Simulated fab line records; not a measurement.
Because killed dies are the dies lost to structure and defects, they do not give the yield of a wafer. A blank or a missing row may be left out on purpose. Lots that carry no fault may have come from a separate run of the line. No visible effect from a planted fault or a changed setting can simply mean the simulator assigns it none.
A lot that was struck, set against a sound lot    flow sky130    15 out of 708 route steps
Sound: the wafers L884.3, L884.5, L884.6. The struck wafers were L894.1, L894.2, L894.4. The cause is named last.
At each step with rows: each side's tool, then ch and its chambers, then its first start. Under that, the readings that differ: sound wafers    struck wafers    difference of the means    sigmas: that difference in standard deviations of wafers without a fault.
alike: words and numbers the same on both sides, and readings whose means are apart by under 2 such deviations; not compared: readings that were withheld, readings missing a value for some wafer, numbers with overlapping values and no deviation given by the record, and bounds like >300 which may hide the same value.
The two part at a step that has a row with sigmas, a row that says differs or no value, or rows on one side only. Numbers that don't overlap but have no deviation are shown without sigmas and don't part them. Lack of a reading on every wafer of one side parts them only where that side has two or more wafers.

SKY_VIA1_CMP_24: polishes, stops on SiO2, t overpolish 15 s, target thk 0 nm.
  sound on cmp-02 ch 1,2, day 36 20:07; struck on cmp-01 ch 0,1,2, day 39 18:43
  alike: motorCurrentA, overpolishRunS, slurryFilterDpKPa, slurryFlowMlMin, timeToEndpointS
SKY_METAL2_SPUTTER_00: material Ti, target thk 15 nm, time 10 s.
  struck on pvdSputter-03, day 39 19:01; sound on pvdSputter-03, day 36 20:25
  alike: throttleValvePct
SKY_METAL2_SPUTTER_01: material TiN, target thk 20 nm, time 16.7 s.
  struck on pvdSputter-03, day 39 19:02; sound on pvdSputter-03, day 36 20:26
  alike: throttleValvePct
then, 1 step without rows for these wafers: SKY_METAL2_SPUTTER_02 (material AlCu, target thk 250 nm, time 13.3 s).
SKY_METAL2_SPUTTER_03: material Ti, target thk 5 nm, time 3.3 s.
  struck on pvdSputter-03, day 39 19:05; sound on pvdSputter-03, day 36 20:29
  alike: throttleValvePct
SKY_METAL2_SPUTTER_04: material TiN, target thk 70 nm, time 58.3 s.
  struck on pvdSputter-03, day 39 19:07; sound on pvdSputter-03, day 36 20:30
  alike: throttleValvePct
SKY_METAL2_RS_MEAS_05: a four-point-probe measurement.
  struck on filmMetro-03, day 39 19:10; sound on filmMetro-04, day 36 20:35
  alike: METAL2_ALCU_RS
SKY_METAL2_THK_MEAS_06: measures by xrf.
  struck on filmMetro-03, day 39 19:17; sound on filmMetro-04, day 36 20:41
  alike: METAL2_ALCU_THK
then, 4 steps without rows for these wafers: SKY_METAL2_DEHYDRATE_07 (time 60 s); SKY_METAL2_HMDS_08 (prime time 60 s); SKY_METAL2_COAT_09 (resist thk 60 nm); SKY_METAL2_COAT_10 (resist thk 450 nm).
SKY_METAL2_SOFTBAKE_11: time 90 s.
  sound on lithoTrack-02 ch 0, day 37 08:00; struck on lithoTrack-02 ch 0, day 40 07:00
reading                sound                 struck                difference  sigmas
heaterPowerTotalW (W)  56.74 56.69 56.74     57.95 58.30 58.05     +1.38       +11
runLengthS (s)         119.15 119.24 119.28  113.27 113.29 113.13  -5.99       -50
then, 1 step without rows for these wafers: SKY_METAL2_EXPOSE_12 (exposes mask MM2, target cd 140 nm).
-- the record jumps here: 10 days lie between the struck wafers' starts before and after (it left off in module METAL2 and takes up again in module PAD_OPEN, whose first step shown is number 708 of the route) --
SKY_PAD_OPEN_PROBE_99:
  struck on prober-01, day 50 03:21; sound on prober-01, day 47 21:26
reading                  sound           struck          difference  sigmas
defectLimitedYield (%)   84.6 81.9 82.3  81.7 76.4 77.4  -4.4        -2
killed_at_M0_to_M3       27 41 45        53 62 67        +23         +3
killedAtFrontEnd         19 24 27        9 12 13         -12         -3
killedDies               76 89 87        90 116 111      +22         +2
sort_bin_5_function (%)  9.3 9.8 11.8    11.4 15.9 13.6  +3.3        +2
sortNPass                416 403 405     402 376 381     -22         -2
sortYieldPct (%)         84.6 81.9 82.3  81.7 76.4 77.4  -4.4        -2
  alike: killed_at_M4_up, killedAtContacts, killedAtOther, killedOpen, killedShort, sort_bin_3_pad_short, sort_bin_6_memory

WHERE THEY PART
At SKY_METAL2_SOFTBAKE_11 first; at SKY_PAD_OPEN_PROBE_99 last (within this record only).

WHY: what had been put in by the simulator
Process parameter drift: lithoTrack-02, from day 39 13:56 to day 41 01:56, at SKY_METAL2_SOFTBAKE_11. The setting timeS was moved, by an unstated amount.
